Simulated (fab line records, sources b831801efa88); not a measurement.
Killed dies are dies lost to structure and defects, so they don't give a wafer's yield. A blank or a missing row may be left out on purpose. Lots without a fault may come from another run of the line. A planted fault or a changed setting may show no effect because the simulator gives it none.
Chamber matching | flow sky130 | SKY_LI_CONTACT_ETCH_15 on rie_diel-02: 4 sister chambers
The step etches PSG in C4F8/O2/Ar, stops on Si, target depth 600 nm. 8 wafers are shown with their chamber, then 7 later ones without.

WAFERS WITH THEIR CHAMBER
wafer  | chamber | oes_product_au (a.u.)
L078.3 | 2       | 0.845
L083.3 | 0       | 0.837
L083.5 | 0       | 0.834
L085.1 | 3       | 0.837
L085.3 | 1       | 0.843
L085.6 | 3       | 0.829
L086.3 | 2       | 0.835
L086.4 | 1       | 0.830

WAFERS WITHOUT THEIR CHAMBER
wafer  | oes_product_au (a.u.)
L086.6 | 0.832
L090.1 | 0.835
L090.2 | 0.842
L090.3 | 0.845
L097.3 | 0.831
L097.4 | 0.831
L097.6 | 0.843

WHICH CHAMBER EACH WENT THROUGH
wafer  | from the rows above               | in truth
L086.6 | can't be placed: 3 or 0 or 1 or 2 | 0
L090.1 | can't be placed: 0 or 1 or 3 or 2 | 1
L090.2 | can't be placed: 2 or 1 or 0 or 3 | 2
L090.3 | can't be placed: 2 or 1 or 0 or 3 | 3
L097.3 | can't be placed: 3 or 0 or 1 or 2 | 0
L097.4 | can't be placed: 3 or 0 or 1 or 2 | 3
L097.6 | can't be placed: 2 or 1 or 0 or 3 | 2
Placed correctly: 0 of 7. Can't be placed from these rows: 7 (the true chamber is among the candidates in 7). Placed wrongly: 0.
How it was worked out, from the rows above alone: a wafer's distance from a chamber is the root of the sum, over the readings, of the square of ((its reading less the chamber's mean) divided by the reading's scatter). The wafer belongs to the nearest chamber; if the next one is less than 2 further off, it can't be placed. A chamber's mean is the mean of its shown wafers. The scatter: the root of (the sum of the squares of (reading less its chamber's mean) over the shown wafers, divided by (wafers less chambers)).
